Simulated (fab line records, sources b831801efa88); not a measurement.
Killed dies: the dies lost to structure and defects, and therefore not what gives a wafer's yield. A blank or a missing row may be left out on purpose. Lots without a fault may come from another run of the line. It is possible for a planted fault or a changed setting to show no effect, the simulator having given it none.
2 desks, one fault	flow sky130	only its own numbers are on each desk; what lay behind them is given at the end

THE METROLOGY DESK
What the gauges read for every lot (on any tool): the sampled wafers with a number, averaged. If a lot's mean is further than 4 standard deviations from the usual mean, the lot is out of limits and carries the mark OUT (the distance appears in the brackets).
Columns: A = LOCAL_INTERCONNECT_OVL at SKY_LOCAL_INTERCONNECT_OVL_MEAS_12, usual 2 nm; B = VIA2_OVL at SKY_VIA2_OVL_MEAS_13, usual -1 nm
lot	first seen here	A	B
L759	day 30 07:03	9	-3
L762	day 31 02:13	-1	-5
L763	day 32 07:20	4	3
L765	day 33 00:52	0	-5
L764	day 33 04:43	7	-8
L767	day 33 14:25	3	-8
L768	day 33 18:32	-5	-5
L766	day 33 21:11	1	-1
L769	day 33 22:19	8	2
L777	day 36 09:58	1	3
L779	day 36 19:16	5	2
L781	day 37 10:36	-0	5
L782	day 37 13:58	-4	-4
Finding of this desk: none of the 13 lots has anything out of limits.

DESK OF THE TOOL OWNER: pvdSputter-04
The tool's own readings at SKY_METAL1_SPUTTER_03 (material Ti, target thk 5 nm, time 3.3 s): means of the sampled wafers that have a number, for each lot that ran on this tool. If a lot's mean is further than 4 standard deviations from the usual mean, the lot is out of limits and carries the mark OUT (the distance appears in the brackets).
Columns: A = throttleValvePct at SKY_METAL1_SPUTTER_03, usual 30.2 %
lot	first seen here	A
L763	day 33 13:36	30.4
L765	day 34 05:53	30.5
L764	day 34 09:46	29.9
L767	day 34 20:14	30.0
L768	day 34 23:33	30.2
L781	day 38 15:40	30.5
L782	day 38 18:10	29.9
Finding of this desk: none of the 7 lots has anything out of limits.

BROUGHT TOGETHER
From the metrology desk's view, nothing was out of limits.
The tool owner's desk saw nothing out of limits.

WHAT WAS PUT IN BY THE SIMULATOR
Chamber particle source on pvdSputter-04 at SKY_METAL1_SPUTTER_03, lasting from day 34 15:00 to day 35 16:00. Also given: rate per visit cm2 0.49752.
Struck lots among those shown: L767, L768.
